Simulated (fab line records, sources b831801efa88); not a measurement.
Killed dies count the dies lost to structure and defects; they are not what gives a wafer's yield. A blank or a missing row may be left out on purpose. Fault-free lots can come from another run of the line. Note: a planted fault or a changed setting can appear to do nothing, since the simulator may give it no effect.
Matching of chambers | flow gf180mcu | 3 sister chambers for GF_V4_CVD_02 on pecvd-01
The step deposits SiO2 from TEOS, target thk 850 nm, time 94.851 s. 14 wafers are shown with their chamber, then 7 later ones without.

== WAFERS PAIRED WITH THEIR CHAMBERS ==
wafer  | chamber | heater power outer w (W) | heater power w (W) | susceptor temp C (C)
L075.2 | 2       | 288                      | 604                | 400.20
L075.4 | 2       | 332                      | 678                | 400.20
L075.6 | 0       | 427                      | 672                | 400.34
L080.4 | 2       | 334                      | 676                | 399.84
L080.5 | 1       | 445                      | 790                | 400.01
L080.6 | 0       | 539                      | 792                | 400.57
L087.1 | 0       | 528                      | 819                | 399.76
L087.5 | 0       | 566                      | 843                | 399.90
L087.6 | 1       | 388                      | 711                | 400.08
L090.1 | 1       | 394                      | 734                | 400.23
L090.4 | 1       | 449                      | 784                | 400.39
L090.5 | 2       | 333                      | 662                | 399.89
L093.1 | 1       | 481                      | 828                | 399.94
L093.3 | 0       | 502                      | 783                | 400.11

SIGNATURES (means of the wafers above)
reading              | chamber 0 | chamber 1 | chamber 2 | scatter within a chamber
heater power outer w | 512.40    | 431.40    | 321.75    | 41.5
heater power w       | 781.80    | 769.40    | 655.00    | 51.9
susceptor temp C     | 400.1360  | 400.1300  | 400.0325  | 0.247
Rule: a wafer's distance from a chamber is the root of the sum, over the readings, of the square of ((its reading less the chamber's mean) divided by the reading's scatter). If the next closest chamber is less than 2 further off than the closest, the wafer can't be placed; otherwise it belongs to the closest. The scatter: the root of (the sum of the squares of (reading less its chamber's mean) over the shown wafers, divided by (wafers less chambers)).

== WAFERS MISSING THEIR CHAMBER ==
wafer  | heater power outer w (W) | heater power w (W) | susceptor temp C (C)
L093.5 | 515                      | 889                | 399.86
L094.3 | 288                      | 614                | 399.99
L094.5 | 499                      | 755                | 400.21
L094.6 | 338                      | 664                | 399.94
L096.1 | 509                      | 867                | 399.84
L096.2 | 294                      | 626                | 400.05
L096.5 | 343                      | 662                | 399.96

== EACH ONE'S CHAMBER ==
wafer  | from the rows above     | in truth
L093.5 | can't be placed: 0 or 1 | 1
L094.3 | 2                       | 2
L094.5 | can't be placed: 0 or 1 | 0
L094.6 | 2                       | 2
L096.1 | can't be placed: 0 or 1 | 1
L096.2 | 2                       | 2
L096.5 | 2                       | 2
Placed correctly: 4 of 7. Unplaceable from these rows: 3, with the true chamber sitting among the candidates in 3. Wrongly placed: 0.
